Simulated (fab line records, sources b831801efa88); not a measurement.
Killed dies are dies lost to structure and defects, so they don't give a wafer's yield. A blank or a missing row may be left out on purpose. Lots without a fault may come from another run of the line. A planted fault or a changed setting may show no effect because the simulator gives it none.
Chamber matching | flow sky130 | SKY_VIA1_CMP_02 on cmp-02: 4 sister chambers
The step polishes SiO2. 14 wafers are shown with their chamber, then 7 later ones without.

WAFERS WITH THEIR CHAMBER
wafer  | chamber | motor_current_A (A)
L462.1 | 0       | 13.3
L462.4 | 3       | 14.5
L462.6 | 0       | 13.5
L464.3 | 3       | 14.9
L464.4 | 0       | 13.4
L464.5 | 1       | 11.8
L470.2 | 2       | 12.5
L470.4 | 1       | 11.5
L470.5 | 1       | 11.6
L474.1 | 2       | 13.2
L474.3 | 3       | 15.9
L474.4 | 1       | 12.0
L479.3 | 2       | 12.5
L479.4 | 3       | 16.1

SIGNATURES (means of the wafers above)
reading         | chamber 0 | chamber 1 | chamber 2 | chamber 3 | scatter within a chamber
motor_current_A | 13.400    | 11.725    | 12.733    | 15.350    | 0.478
Rule: a wafer's distance from a chamber is the root of the sum, over the readings, of the square of ((its reading less the chamber's mean) divided by the reading's scatter). The wafer belongs to the nearest chamber; if the next one is less than 2 further off, it can't be placed. The scatter: the root of (the sum of the squares of (reading less its chamber's mean) over the shown wafers, divided by (wafers less chambers)).

WAFERS WITHOUT THEIR CHAMBER
wafer  | motor_current_A (A)
L479.6 | 11.8
L481.1 | 16.1
L481.3 | 11.5
L481.4 | 13.0
L485.2 | 12.3
L485.4 | 15.4
L485.5 | 15.8

WHICH CHAMBER EACH WENT THROUGH
wafer  | from the rows above          | in truth
L479.6 | can't be placed: 1 or 2      | 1
L481.1 | 3                            | 3
L481.3 | 1                            | 1
L481.4 | can't be placed: 2 or 0      | 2
L485.2 | can't be placed: 2 or 1 or 0 | 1
L485.4 | 3                            | 3
L485.5 | 3                            | 3
Placed correctly: 4 of 7. Can't be placed from these rows: 3 (the true chamber is among the candidates in 3). Placed wrongly: 0.
